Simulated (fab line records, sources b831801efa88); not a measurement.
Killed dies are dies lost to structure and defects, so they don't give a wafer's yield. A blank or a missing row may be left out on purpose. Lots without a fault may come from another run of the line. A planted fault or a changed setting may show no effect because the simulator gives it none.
Chamber matching | flow sky130 | SKY_CONTACT_CMP_27 on cmp-02: 4 sister chambers
The step polishes, stops on SiO2, t overpolish 15 s, target thk 0 nm. 16 wafers are shown with their chamber, then 7 later ones without.

WAFERS WITH THEIR CHAMBER
wafer  | chamber | motor_current_A (A) | overpolish_run_s (s) | time_to_endpoint_s (s)
L414.1 | 0       | 10.9                | 14.987               | 86
L414.3 | 3       | 10.8                | 14.998               | 88
L414.6 | 0       | 11.4                | 15.013               | 87
L415.2 | 1       | 8.3                 | 15.014               | 86
L415.3 | 3       | 10.5                | 15.000               | 86
L415.4 | 0       | 10.7                | 14.996               | 87
L416.1 | 1       | 8.9                 | 15.008               | 89
L416.3 | 3       | 10.3                | 14.989               | 81
L416.5 | 2       | 10.0                | 15.002               | 80
L417.1 | 3       | 10.0                | 14.992               | 83
L417.2 | 0       | 10.4                | 14.994               | 79
L417.3 | 2       | 10.2                | 14.984               | 80
L421.4 | 3       | 10.8                | 14.996               | 82
L421.5 | 3       | 10.7                | 14.982               | 85
L421.6 | 2       | 9.9                 | 14.993               | 82
L422.2 | 2       | 10.0                | 14.981               | 85

SIGNATURES (means of the wafers above)
reading            | chamber 0 | chamber 1 | chamber 2 | chamber 3 | scatter within a chamber
motor_current_A    | 10.850    | 8.600     | 10.025    | 10.517    | 0.325
overpolish_run_s   | 14.99750  | 15.01100  | 14.99000  | 14.99283  | 0.00853
time_to_endpoint_s | 84.75     | 87.50     | 81.75     | 84.17     | 2.9
Rule: a wafer's distance from a chamber is the root of the sum, over the readings, of the square of ((its reading less the chamber's mean) divided by the reading's scatter). The wafer belongs to the nearest chamber; if the next one is less than 2 further off, it can't be placed. The scatter: the root of (the sum of the squares of (reading less its chamber's mean) over the shown wafers, divided by (wafers less chambers)).

WAFERS WITHOUT THEIR CHAMBER
wafer  | motor_current_A (A) | overpolish_run_s (s) | time_to_endpoint_s (s)
L422.4 | 11.8                | 15.005               | 89
L422.6 | 10.1                | 14.984               | 88
L426.1 | 9.4                 | 14.986               | 82
L426.4 | 8.5                 | 15.001               | 86
L426.5 | 10.3                | 14.998               | 84
L435.2 | 10.6                | 15.008               | 85
L435.5 | 10.0                | 15.002               | 85

WHICH CHAMBER EACH WENT THROUGH
wafer  | from the rows above          | in truth
L422.4 | can't be placed: 0 or 3      | 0
L422.6 | can't be placed: 3 or 2 or 0 | 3
L426.1 | can't be placed: 2 or 3      | 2
L426.4 | 1                            | 1
L426.5 | can't be placed: 3 or 2 or 0 | 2
L435.2 | can't be placed: 0 or 3 or 2 | 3
L435.5 | can't be placed: 2 or 3 or 0 | 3
Placed correctly: 1 of 7. Can't be placed from these rows: 6 (the true chamber is among the candidates in 6). Placed wrongly: 0.
